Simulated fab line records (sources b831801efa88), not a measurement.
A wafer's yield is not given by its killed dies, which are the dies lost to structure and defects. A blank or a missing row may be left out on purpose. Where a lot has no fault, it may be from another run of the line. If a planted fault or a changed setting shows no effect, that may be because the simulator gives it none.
Chamber matching    flow sky130    SKY_FIELD_ISO_ETCH_17 on rie-si-01: 4 sister chambers
The step etches Si in HBr/Cl2/O2, target depth 342 nm, time 97.7 s. 14 wafers are shown with their chamber, then 7 later ones without.

== WAFERS PAIRED WITH THEIR CHAMBERS ==
wafer   chamber  oes-product-au (a.u.)  throttle-valve-pct (%)  mfc-cl2-sccm (sccm)
L882.1  0        0.985                  25.658                  40.13
L882.4  1        1.006                  25.664                  40.10
L882.6  1        1.008                  25.656                  40.27
L890.2  0        0.986                  25.667                  40.24
L890.4  3        1.027                  25.642                  39.92
L890.6  2        0.998                  25.672                  40.18
L895.3  3        1.019                  25.644                  40.20
L895.4  2        0.992                  25.651                  40.15
L895.5  2        1.001                  25.664                  40.20
L897.3  3        1.025                  25.620                  39.97
L897.4  0        0.988                  25.652                  39.95
L897.5  0        0.990                  25.662                  40.01
L899.1  3        1.029                  25.633                  40.04
L899.5  1        1.016                  25.638                  39.97

SIGNATURES (means of the wafers above)
reading             chamber 0  chamber 1  chamber 2  chamber 3  scatter within a chamber
oes-product-au      0.98725    1.01000    0.99700    1.02500    0.00411
throttle-valve-pct  25.65975   25.65267   25.66233   25.63475   0.0103
mfc-cl2-sccm        40.0825    40.1133    40.1767    40.0325    0.119
Rule: for a wafer and a chamber, the distance is found by dividing, reading by reading, the gap between the wafer's reading and the chamber's mean by the reading's scatter, squaring, summing and taking the root. The wafer belongs to the nearest chamber; if the next one is less than 2 further off, it can't be placed. The scatter: take each reading less its chamber's mean, square it, sum over the shown wafers, divide by the number of wafers less the number of chambers, and take the root.

== WAFERS WITH NO CHAMBER GIVEN ==
wafer   oes-product-au (a.u.)  throttle-valve-pct (%)  mfc-cl2-sccm (sccm)
L899.6  0.998                  25.668                  39.89
L902.1  1.007                  25.644                  40.07
L902.4  1.011                  25.655                  40.09
L902.5  1.019                  25.641                  39.96
L904.1  0.990                  25.652                  40.02
L904.3  1.002                  25.657                  40.13
L904.4  0.999                  25.656                  40.00

== WHICH CHAMBER EACH ONE RAN IN ==
wafer   from the rows above           in truth
L899.6  can't be placed: 2 or 0 or 1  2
L902.1  can't be placed: 1 or 2       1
L902.4  1                             1
L902.5  can't be placed: 3 or 1       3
L904.1  can't be placed: 0 or 2       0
L904.3  can't be placed: 2 or 1       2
L904.4  can't be placed: 2 or 1 or 0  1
Correctly placed: 1 of 7. Unplaceable from these rows: 6, with the true chamber sitting among the candidates in 6. Wrongly placed: 0.
